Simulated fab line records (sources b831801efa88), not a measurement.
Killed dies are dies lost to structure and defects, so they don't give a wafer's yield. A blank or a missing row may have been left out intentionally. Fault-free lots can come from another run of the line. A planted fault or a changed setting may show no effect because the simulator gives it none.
One fault seen from 2 desks :: flow sky130 :: only its own numbers are on each desk; what lay behind them is given at the end

THE METROLOGY DESK
Lot by lot, what the gauges showed, no matter which tool ran the lot: averages of those sampled wafers that carry a number. Any lot whose mean is over 4 standard deviations away from the usual mean is out of limits and marked OUT; that distance is given in the brackets.
Columns: A = VIA4_W_RS at SKY_VIA4_RS_MEAS_19, usual 0.2270 ohm/sq; B = VIA4_W_THK at SKY_VIA4_THK_MEAS_20, usual 510 nm
lot: L513
first seen here: day 42 23:40
A: 0.2284
B: 506

lot: L514
first seen here: day 43 04:17
A: 0.2256
B: 517

lot: L518
first seen here: day 44 09:38
A: 0.2260
B: 507

lot: L520
first seen here: day 45 03:06
A: 0.2245
B: 513

lot: L527
first seen here: day 46 16:19
A: 0.2297
B: 513

lot: L531
first seen here: day 47 18:50
A: 0.2166 (-4.3) OUT
B: 534

lot: L532
first seen here: day 48 01:55
A: 0.2153 (-4.9) OUT
B: 544 (+4.1) OUT

lot: L533
first seen here: day 48 02:43
A: 0.2160 (-4.6) OUT
B: 546 (+4.3) OUT

lot: L534
first seen here: day 48 10:59
A: 0.2280
B: 499

lot: L535
first seen here: day 48 16:43
A: 0.2293
B: 510
This desk finds L531, L532, L533 out of limits, with the earliest case on L531 at day 47 18:50 (VIA4_W_RS at SKY_VIA4_RS_MEAS_19). Within limits: L513, L514, L518, L520, L527, L534, L535.

FOR THE TOOL OWNER'S DESK: cvd w-01
The tool's own readings at SKY_VIA4_CVD_18 (deposits W, target thk 505 nm, time 152.14 s): means of the sampled wafers that have a number, for each lot that ran on this tool. Any lot whose mean is over 4 standard deviations away from the usual mean is out of limits and marked OUT; that distance is given in the brackets.
Columns: A = heater power w at SKY_VIA4_CVD_18, usual 926 W; B = susceptor temp C at SKY_VIA4_CVD_18, usual 400.04 C
lot: L513
first seen here: day 42 23:31
A: 924
B: 400.02

lot: L514
first seen here: day 43 04:07
A: 917
B: 400.17

lot: L518
first seen here: day 44 09:29
A: 910
B: 400.08

lot: L520
first seen here: day 45 02:58
A: 929
B: 399.85

lot: L531
first seen here: day 47 18:41
A: 950
B: 402.47 (+11) OUT

lot: L532
first seen here: day 48 01:44
A: 935
B: 402.52 (+11) OUT

lot: L533
first seen here: day 48 02:32
A: 927
B: 402.56 (+11) OUT
Finding of this desk: L531, L532, L533 out of limits; the first was L531 at day 47 18:41, on susceptor temp C at SKY_VIA4_CVD_18. Within limits: L513, L514, L518, L520.

BROUGHT TOGETHER
An alarm could have come from the tool owner's desk at day 47 18:41, on L531, L532, L533.
On L531, L532, L533, the metrology desk was in a position to raise an alarm at day 47 18:50.
SKY_VIA4_CVD_18 was run on cvd w-01 by each of the lots named.

WHAT HAD BEEN PUT IN BY THE SIMULATOR
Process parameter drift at SKY_VIA4_CVD_18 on cvd w-01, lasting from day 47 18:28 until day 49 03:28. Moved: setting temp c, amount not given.
Struck lots among those shown: L531, L532, L533.
Counting hours from when the fault started, the first reading out of limits came at 0 for the tool owner's desk and at 0 for the metrology desk.
